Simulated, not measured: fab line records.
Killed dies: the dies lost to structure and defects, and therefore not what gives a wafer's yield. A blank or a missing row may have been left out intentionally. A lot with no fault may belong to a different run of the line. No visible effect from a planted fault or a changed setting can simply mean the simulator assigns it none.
Which tool is to blame? :: flow gf180mcu :: 14 lots, 42 wafers sampled, at 2 steps of a route of 602

## WHAT THE GAUGES SHOWED, per wafer
GF_M1_CD_MEAS_14 targets a cd of 230 nm.
lot: L915
measured: day 18 20:04
on: cd-sem-01
cd-nm (nm): 230.7 231.0 230.1

lot: L917
measured: day 19 08:23
on: cd-sem-02
cd-nm (nm): 230.8 229.9 230.0

lot: L919
measured: day 20 00:53
on: cd-sem-02
cd-nm (nm): 230.8 230.4 230.3

lot: L920
measured: day 20 04:34
on: cd-sem-01
cd-nm (nm): 231.3 231.4 230.6

lot: L921
measured: day 20 18:30
on: cd-sem-02
cd-nm (nm): 229.3 230.2 230.2

lot: L922
measured: day 21 03:46
on: cd-sem-02
cd-nm (nm): 230.2 230.3 229.7

lot: L924
measured: day 21 22:31
on: cd-sem-01
cd-nm (nm): 231.1 231.0 230.5

lot: L925
measured: day 22 00:35
on: cd-sem-02
cd-nm (nm): 227.8 228.4 229.2

lot: L926
measured: day 22 11:13
on: cd-sem-02
cd-nm (nm): 229.9 230.2 231.2

lot: L927
measured: day 22 21:40
on: cd-sem-02
cd-nm (nm): 231.9 231.9 231.3

lot: L928
measured: day 23 01:38
on: cd-sem-02
cd-nm (nm): 229.3 229.4 229.7

lot: L933
measured: day 24 16:29
on: cd-sem-01
cd-nm (nm): 229.8 229.5 230.8

lot: L934
measured: day 24 22:32
on: cd-sem-02
cd-nm (nm): 229.7 231.1 231.1

lot: L935
measured: day 25 05:16
on: cd-sem-01
cd-nm (nm): 228.5 227.9 229.4

## TOOL THAT RAN EACH LOT (tool first, then ch and the chambers of the sampled wafers, then the start)
lot: L915
GF_DUAL_GATE_SOFTBAKE_07: litho-track-04 ch 0, day 8 20:48

lot: L917
GF_DUAL_GATE_SOFTBAKE_07: litho-track-04 ch 0, day 9 15:18

lot: L919
GF_DUAL_GATE_SOFTBAKE_07: litho-track-03 ch 0, day 10 03:19

lot: L920
GF_DUAL_GATE_SOFTBAKE_07: litho-track-03 ch 0, day 10 07:25

lot: L921
GF_DUAL_GATE_SOFTBAKE_07: litho-track-04 ch 0, day 10 19:28

lot: L922
GF_DUAL_GATE_SOFTBAKE_07: litho-track-03 ch 0, day 10 23:55

lot: L924
GF_DUAL_GATE_SOFTBAKE_07: litho-track-04 ch 0, day 11 14:52

lot: L925
GF_DUAL_GATE_SOFTBAKE_07: litho-track-04 ch 0, day 11 19:03

lot: L926
GF_DUAL_GATE_SOFTBAKE_07: litho-track-04 ch 0, day 12 02:12

lot: L927
GF_DUAL_GATE_SOFTBAKE_07: litho-track-04 ch 0, day 12 08:19

lot: L928
GF_DUAL_GATE_SOFTBAKE_07: litho-track-03 ch 0, day 12 14:43

lot: L933
GF_DUAL_GATE_SOFTBAKE_07: litho-track-04 ch 0, day 14 03:36

lot: L934
GF_DUAL_GATE_SOFTBAKE_07: litho-track-04 ch 0, day 14 10:21

lot: L935
GF_DUAL_GATE_SOFTBAKE_07: litho-track-01 ch 0, day 14 15:36
- GF_DUAL_GATE_SOFTBAKE_07: time 60 s.

## WHAT THE TOOLS THEMSELVES READ (means of the sampled wafers that have a number; where no wafer has one, the mark that the record gives instead)
GF_DUAL_GATE_SOFTBAKE_07.
lot: L915
tool: litho-track-04
run-length-s (s): 89.20

lot: L917
tool: litho-track-04
run-length-s (s): 89.10

lot: L919
tool: litho-track-03
run-length-s (s): 89.38

lot: L920
tool: litho-track-03
run-length-s (s): 89.18

lot: L921
tool: litho-track-04
run-length-s (s): 89.12

lot: L922
tool: litho-track-03
run-length-s (s): 89.26

lot: L924
tool: litho-track-04
run-length-s (s): 89.08

lot: L925
tool: litho-track-04
run-length-s (s): 89.13

lot: L926
tool: litho-track-04
run-length-s (s): 89.16

lot: L927
tool: litho-track-04
run-length-s (s): 89.00

lot: L928
tool: litho-track-03
run-length-s (s): 89.22

lot: L933
tool: litho-track-04
run-length-s (s): 97.14

lot: L934
tool: litho-track-04
run-length-s (s): 97.14

lot: L935
tool: litho-track-01
run-length-s (s): 89.33

## THE ANSWER, worked out from the rows above alone
Rule: what is usual is taken from the lots themselves. Put in order of their means at a reading, lots are off if they are a third of the lots or fewer, leave a main group of 4 or more, and stand apart from it by a gap of 3 or more times the standard deviation of the main group's means; of several such gaps the widest counts. The tables above print the reading to a certain number of digits; a main group whose means all agree to those digits is not used. Also off: a lot with no number at a reading for which 4 or more lots have one. Where the step has rows for the other lots, those lots are counted as sound. The gauges are gone through in route order, then the tools' own readings, and for those a lot's mean is taken as printed above. The first step at which some lot is off is used, and at that step the reading that is off furthest; a lot without a number counts as furthest.
Off: L933, L934, at GF_DUAL_GATE_SOFTBAKE_07 (run-length-s). The main group has a mean of 89.18 s with a standard deviation of 0.1.
A tool fits if, at that step or a process step before it, it ran every lot that is off, and no sound lot after the first of them. One fits: litho-track-04 at GF_DUAL_GATE_SOFTBAKE_07. A fault onset in the window from L927 (day 12 08:19, its last sound lot) to L933 (day 14 03:36, its first lot off) fits.
The tool's own readings at GF_DUAL_GATE_SOFTBAKE_07 bear it out: on the lots that are off they differ by more than 5 times the standard deviation of the sound lots' means. run-length-s reads 97.14 s there against 89.18 s on the sound lots.

## WHAT THE SIMULATOR HAD PUT IN
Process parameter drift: litho-track-04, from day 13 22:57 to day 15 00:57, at GF_DUAL_GATE_SOFTBAKE_07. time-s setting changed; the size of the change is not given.
Shown lots that were struck: L933, L934. The rule above reached the same finding.
